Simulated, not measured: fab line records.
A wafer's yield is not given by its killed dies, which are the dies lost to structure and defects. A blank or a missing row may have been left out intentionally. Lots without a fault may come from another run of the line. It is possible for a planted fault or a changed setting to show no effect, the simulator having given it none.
fab line records	flow gf180mcu
record lots=15	wafers=45	lastDay=34
route steps=602 shown LVPWELL@61 DUAL_GATE@149
lots that met no fault: taken from a fault-free run of the same line
startH: the number of hours between the record's first day and the start of the first shown wafer of the lot	waitH: time in hours since the lot's previous step	" unchanged from the row above	L1.1+2: a single row standing in for several wafers	- no value, or no start was given	* or withheld: withheld	< > ~ a bound
route shown NAME@n: NAME is a module with steps in the file, n the number in the route of the first one	usual: average and standard deviation across the fault-free wafers	same: alike in all rows	chamber/n: place in a boat	sites: readings site by site	_std_site: how widely they spread, as a standard deviation	_edge_site: outer sites' mean less inner sites'	radiusMm: for every site, how far away it sits from the centre of the wafer	mask NAME#n: copy n	behind: the tool/chamber that last shaped the wafer	hold: why the lot went on hold/how many hours it stayed there/how the hold came to an end	device: the n, p or np transistor that did not switch	end of line: tests of these same wafers at the route's end	a step without rows: its recipe alone	killed: not the wafer's yield, but the dies lost to structure and defects at the first sort	map: per-die view of a wafer (x killed, . not killed, _ where there is no die)
set.NAME: the setting as run; set.NAME@STEP: as run at that earlier step	model.NAME: the simulator's own value behind a step, which no gauge read
the route's steps for a sample of lots (tables are steps, rows are wafers)
services: from which hour (startH, from the record's first day; less than 0 if before it) a tool's chamber was out of use, for how many hours, and why
## steps
# step GF_LVPWELL_OVL_MEAS_07
# usual LVPWELL_OVL=1.0/1.4
lot.wafer	tool	chamber	startH	waitH	LVPWELL_OVL[nm]
L913.1	overlay-01	-	75.40	-	1.1
L913.2	"	-	"	"	2.3
L913.3	"	-	"	"	0.4
L915.4	overlay-02	-	86.04	-	0.1
L915.5	"	-	"	"	-1.0
L915.6	"	-	"	"	-0.9
L916.1	overlay-01	-	92.15	-	1.9
L916.2	"	-	"	"	0.7
L916.5	"	-	"	"	1.1
L917.2	overlay-01	-	95.61	-	2.1
L917.3	"	-	"	"	3.1
L917.5	"	-	"	"	3.3
L920.1	overlay-01	-	115.07	-	1.5
L920.4	"	-	"	"	-0.4
L920.5	"	-	"	"	-0.7
L921.1	overlay-02	-	121.13	-	0.8
L921.2	"	-	"	"	1.7
L921.5	"	-	"	"	-0.2
L922.2	overlay-01	-	126.30	-	0.1
L922.5	"	-	"	"	2.4
L922.6	"	-	"	"	1.8
L923.3	overlay-01	-	129.94	-	0.0
L923.4	"	-	"	"	2.5
L923.5	"	-	"	"	2.8
L927.1	overlay-01	-	154.95	-	-0.9
L927.4	"	-	"	"	-2.3
L927.5	"	-	"	"	-1.3
L928.2	overlay-01	-	157.88	-	2.9
L928.4	"	-	"	"	3.4
L928.6	"	-	"	"	3.1
L929.1	overlay-02	-	163.72	-	-2.3
L929.5	"	-	"	"	0.6
L929.6	"	-	"	"	0.6
L930.3	overlay-01	-	170.19	-	1.0
L930.4	"	-	"	"	2.2
L930.5	"	-	"	"	0.8
L932.1	overlay-01	-	181.23	-	0.4
L932.3	"	-	"	"	0.2
L932.4	"	-	"	"	-0.1
L933.1	overlay-01	-	185.42	-	0.4
L933.5	"	-	"	"	0.9
L933.6	"	-	"	"	2.2
L934.2	overlay-01	-	192.74	-	2.0
L934.3	"	-	"	"	3.5
L934.5	"	-	"	"	2.1
# step GF_LVPWELL_STRIP_10
# recipe chemistry=O2/N2	powerW=1400	pressureMtorr=1500	platenTempC=250	o2FlowSccm=3000	n2FlowSccm=300	overashFraction=0.5
# usual chamberPressureMTorr=1500.1/1.4	drypumpMotorCurrentA=5.9/0.5	heaterPowerW=332/22	oesProductAu=0.722/0.005	stripTimeToEndpointS=36.98/0.11
# same overashFraction=0.5
lot.wafer	tool	chamber	startH	waitH	chamberPressureMTorr	drypumpMotorCurrentA	heaterPowerW	oesProductAu	rfHoursCounterH	stripTimeToEndpointS
L913.1	plasmaAsher-03	0	75.74	0.1	1500.1	5.5	303	0.728	29	37.05
L913.2	"	1	"	"	1501.2	6.7	367	0.717	29	36.92
L913.3	"	1	"	"	1500.1	6.7	352	0.728	-	36.88
L915.4	plasmaAsher-03	0	86.39	0.1	1500.9	5.5	307	0.726	-	37.07
L915.5	"	1	"	"	1501.0	6.7	368	0.715	-	36.98
L915.6	"	0	"	"	1499.1	5.4	306	0.724	-	37.12
L916.1	plasmaAsher-01	0	92.49	0.1	1501.0	5.5	315	0.721	36	36.86
L916.2	"	1	"	"	1499.7	5.6	324	0.730	36	36.97
L916.5	"	0	"	"	1500.4	5.6	315	0.727	-	36.87
L917.2	plasmaAsher-03	0	95.94	0.1	1500.3	5.5	312	0.726	31	37.06
L917.3	"	0	"	"	1500.5	5.5	308	0.717	-	37.11
L917.5	"	1	"	"	1498.0	6.6	364	0.723	-	37.15
L920.1	plasmaAsher-02	1	115.41	0.1	1503.3	5.9	322	0.715	47	37.26
L920.4	"	0	"	"	1502.0	5.9	343	0.724	-	37.28
L920.5	"	1	"	"	1499.5	5.9	315	0.725	-	37.16
L921.1	plasmaAsher-03	0	121.47	0.1	1498.2	5.5	308	0.717	34	37.03
L921.2	"	1	"	"	1500.4	6.7	366	0.718	34	37.12
L921.5	"	1	"	"	1499.9	6.7	370	0.719	-	37.00
L922.2	plasmaAsher-03	0	126.63	0.1	1501.9	5.5	312	0.721	35	37.04
L922.5	"	1	"	"	1501.3	6.7	359	0.719	-	36.98
L922.6	"	0	"	"	1498.9	5.5	306	0.710	-	37.00
L923.3	plasmaAsher-03	1	130.29	0.1	1499.5	6.7	368	0.718	-	37.00
L923.4	"	0	"	"	1502.2	5.5	314	0.729	-	36.96
L923.5	"	0	"	"	1498.7	5.5	301	0.725	-	36.97
L927.1	plasmaAsher-03	0	155.28	0.1	1499.1	5.5	313	0.712	38	36.87
L927.4	"	1	"	"	1500.0	6.7	356	0.725	-	36.90
L927.5	"	0	"	"	1500.4	5.5	302	0.720	-	36.92
L928.2	plasmaAsher-01	0	158.21	0.1	1501.9	5.5	325	0.722	4	36.92
L928.4	"	0	"	"	1499.7	5.5	322	0.719	-	36.86
L928.6	"	0	"	"	1501.5	5.5	321	0.722	-	36.81
L929.1	plasmaAsher-01	1	164.06	0.1	1502.0	5.6	332	0.720	5	36.99
L929.5	"	1	"	"	1497.8	5.6	330	0.728	-	36.89
L929.6	"	0	"	"	1500.1	5.5	330	0.723	-	36.82
L930.3	plasmaAsher-01	0	170.54	0.1	1501.7	5.5	324	0.716	-	36.87
L930.4	"	1	"	"	1498.8	5.6	337	0.715	-	36.78
L930.5	"	1	"	"	1499.3	5.6	336	0.712	-	36.96
L932.1	plasmaAsher-02	0	181.57	0.1	1500.2	5.9	331	0.717	54	36.87
L932.3	"	0	"	"	1496.6	5.9	334	0.723	-	36.93
L932.4	"	1	"	"	1500.5	5.9	319	0.724	-	36.82
L933.1	plasmaAsher-03	0	185.76	0.1	1500.7	5.5	313	0.720	41	37.10
L933.5	"	0	"	"	1498.8	5.4	301	0.722	-	37.05
L933.6	"	1	"	"	1498.7	6.7	353	0.728	-	37.11
L934.2	plasmaAsher-03	0	193.07	0.1	1500.2	5.5	303	0.725	42	37.05
L934.3	"	1	"	"	1499.5	6.7	375	0.726	-	37.00
L934.5	"	0	"	"	1502.0	5.5	311	0.733	-	37.19
# step GF_VT_IMPLANT_RS_MEAS_48
# recipe thkMeasGauge=four-point-probe
# usual LVPWELL_RS=1197.9/2.9
lot.wafer	tool	chamber	startH	waitH	LVPWELL_RS[ohm/sq]
L913.1	filmMetro-02	-	165.22	0.1	1199.9
L913.2	"	-	"	"	1197.0
L913.3	"	-	"	"	1198.3
L915.4	filmMetro-04	-	177.77	0.1	1198.4
L915.5	"	-	"	"	1200.5
L915.6	"	-	"	"	1200.7
L916.1	filmMetro-01	-	185.12	0.1	1197.4
L916.2	"	-	"	"	1196.5
L916.5	"	-	"	"	1197.4
L917.2	filmMetro-02	-	191.23	0.1	1194.3
L917.3	"	-	"	"	1192.6
L917.5	"	-	"	"	1195.7
L920.1	filmMetro-01	-	213.91	0.1	1200.0
L920.4	"	-	"	"	1198.4
L920.5	"	-	"	"	1197.6
L921.1	filmMetro-02	-	219.12	0.1	1196.6
L921.2	"	-	"	"	1196.5
L921.5	"	-	"	"	1195.3
L922.2	filmMetro-02	-	226.89	0.1	1196.0
L922.5	"	-	"	"	1197.0
L922.6	"	-	"	"	1198.6
L923.3	filmMetro-04	-	230.06	0.1	1199.2
L923.4	"	-	"	"	1197.4
L923.5	"	-	"	"	1198.0
L927.1	filmMetro-04	-	259.92	0.1	1200.9
L927.4	"	-	"	"	1202.1
L927.5	"	-	"	"	1199.9
L928.2	filmMetro-01	-	264.24	0.1	1192.8
L928.4	"	-	"	"	1192.8
L928.6	"	-	"	"	1195.6
L929.1	filmMetro-04	-	271.11	0.1	1199.5
L929.5	"	-	"	"	1197.7
L929.6	"	-	"	"	1198.3
L930.3	filmMetro-02	-	279.36	0.1	1197.6
L930.4	"	-	"	"	1194.1
L930.5	"	-	"	"	1195.4
L932.1	filmMetro-02	-	292.56	0.1	1194.5
L932.3	"	-	"	"	1196.5
L932.4	"	-	"	"	1190.8
L933.1	filmMetro-01	-	297.24	0.1	1201.7
L933.5	"	-	"	"	1199.1
L933.6	"	-	"	"	1202.5
L934.2	filmMetro-04	-	305.23	0.1	1195.9
L934.3	"	-	"	"	1196.9
L934.5	"	-	"	"	1200.4
# step GF_DUAL_GATE_EXPOSE_08
# recipe maskId=Dualgate	targetCdNm=700	na=0.6	sourceShape=conventional	sigmaOuter=0.6	doseMj=140
# usual exposureDoseMJCm2=139.99/0.14	focusOffsetNm=-0.1/0.55
lot.wafer	tool	chamber	startH	waitH	mask	exposureDoseMJCm2	focusOffsetNm
L913.1	ilineStepper-02	0	175.63	-	Dualgate#0	139.91	-1.2
L913.2	"	0	"	"	Dualgate#0	139.99	-0.4
L913.3	"	0	"	"	Dualgate#0	139.99	-1.2
L915.4	ilineStepper-01	0	188.33	-	Dualgate#0	140.19	-0.1
L915.5	"	0	"	"	Dualgate#0	140.11	-0.2
L915.6	"	0	"	"	Dualgate#0	139.80	-0.4
L916.1	ilineStepper-01	0	196.55	-	Dualgate#0	139.91	-0.2
L916.2	"	0	"	"	Dualgate#0	140.18	-0.4
L916.5	"	0	"	"	Dualgate#0	140.00	-0.4
L917.2	ilineStepper-02	0	202.62	-	Dualgate#0	139.75	-1.4
L917.3	"	0	"	"	Dualgate#0	139.46	-0.9
L917.5	"	0	"	"	Dualgate#0	139.70	-0.8
L920.1	ilineStepper-01	-	226.15	-	Dualgate#0	-	-
L920.4	"	-	"	"	Dualgate#0	-	-
L920.5	"	-	"	"	Dualgate#0	-	-
L921.1	ilineStepper-01	-	229.62	-	Dualgate#0	-	-
L921.2	"	-	"	"	Dualgate#0	-	-
L921.5	"	-	"	"	Dualgate#0	-	-
L922.2	ilineStepper-01	-	239.27	-	Dualgate#0	-	-
L922.5	"	-	"	"	Dualgate#0	-	-
L922.6	"	-	"	"	Dualgate#0	-	-
L923.3	ilineStepper-01	0	241.82	-	Dualgate#0	140.08	-0.4
L923.4	"	0	"	"	Dualgate#0	140.13	-0.1
L923.5	"	0	"	"	Dualgate#0	140.00	-0.2
L927.1	ilineStepper-01	0	272.51	-	Dualgate#0	139.87	-0.2
L927.4	"	0	"	"	Dualgate#0	139.96	-0.3
L927.5	"	0	"	"	Dualgate#0	140.01	-0.2
L928.2	ilineStepper-01	0	275.17	-	Dualgate#0	140.01	-0.1
L928.4	"	0	"	"	Dualgate#0	139.93	-0.3
L928.6	"	0	"	"	Dualgate#0	140.14	0.0
L929.1	ilineStepper-01	0	283.35	-	Dualgate#0	140.06	-0.3
L929.5	"	0	"	"	Dualgate#0	139.97	-0.2
L929.6	"	0	"	"	Dualgate#0	139.93	0.3
L930.3	ilineStepper-01	0	292.46	-	Dualgate#0	140.11	0.2
L930.4	"	0	"	"	Dualgate#0	140.18	0.3
L930.5	"	0	"	"	Dualgate#0	139.88	-0.4
L932.1	ilineStepper-01	0	306.55	-	Dualgate#0	140.12	0.1
L932.3	"	0	"	"	Dualgate#0	139.70	0.3
L932.4	"	0	"	"	Dualgate#0	140.02	0.1
L933.1	ilineStepper-02	0	313.50	-	Dualgate#0	139.94	-0.5
L933.5	"	0	"	"	Dualgate#0	140.14	-0.3
L933.6	"	0	"	"	Dualgate#0	139.98	0.6
L934.2	ilineStepper-01	0	324.74	-	Dualgate#0	139.89	-0.4
L934.3	"	0	"	"	Dualgate#0	139.99	0.2
L934.5	"	0	"	"	Dualgate#0	139.95	0.4
## services
tool	chamber	startH	hours	kind
plasmaAsher-02	-	52.92	3.9	repair
plasmaAsher-03	-	59.65	6.8	repair
ilineStepper-01	-	75.05	1.3	repair
plasmaAsher-02	-	92.76	8.6	repair
ilineStepper-01	-	106.87	1.7	pm
plasmaAsher-01	-	108.77	9.0	pm
plasmaAsher-01	0	108.77	9.0	ventCycle
plasmaAsher-01	1	108.77	9.0	ventCycle
plasmaAsher-01	0	117.77	-	clean
plasmaAsher-01	1	117.77	-	clean
ilineStepper-01	-	125.78	2.1	pm
plasmaAsher-01	-	126.34	2.8	pm
ilineStepper-01	-	127.87	-	consumableReplace:lamp
ilineStepper-01	-	148.47	23.7	repair
ilineStepper-02	-	191.25	1.7	pm
ilineStepper-01	0	251.70	-	calibration
ilineStepper-02	0	266.36	-	calibration
plasmaAsher-03	-	281.18	15.6	pm
plasmaAsher-01	-	294.28	0.6	repair
plasmaAsher-03	-	302.62	1.2	repair
plasmaAsher-02	-	302.67	2.2	repair
plasmaAsher-03	-	305.64	1.3	repair
ilineStepper-02	-	323.89	3.2	repair
## key
firstSign step=GF_DUAL_GATE_EXPOSE_08	reading=toolRecord	direction=missing
effect none on later readings
metAt GF_DUAL_GATE_EXPOSE_08
struckLots L920,L921,L922
laterRowsLeftOut L920.1,L920.4,L920.5,L921.1,L921.2,L921.5,L922.2,L922.5,L922.6
sortLeftOut L920.1,L920.4,L920.5,L921.1,L921.2,L921.5,L922.2,L922.5,L922.6
testerLeftOut L920,L921,L922
notActingAt GF_LVPWELL_OVL_MEAS_07,GF_LVPWELL_STRIP_10,GF_VT_IMPLANT_RS_MEAS_48
onsetBetween 196.55 226.15
fault kind=skippedStepWhole	tool=ilineStepper-01	chamber=-	onsetH=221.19	steps=GF_DUAL_GATE_EXPOSE_08	scope=struckLotsOnly
# testerLeftOut: of these lots the tester's yield and bins aren't shown, on N5 and GAA mostly nor the transistor test; their killed dies are dies lost to structure and defects alone, not to doping, threshold or leakage, so they don't give the yield
# sortLeftOut: the simulated sort isn't trusted on such a fault, so these wafers' sort isn't shown, and their yield isn't known
# laterRowsLeftOut: the simulator's readings of these wafers behind a module that went badly wrong aren't trusted and aren't shown, but for the sort
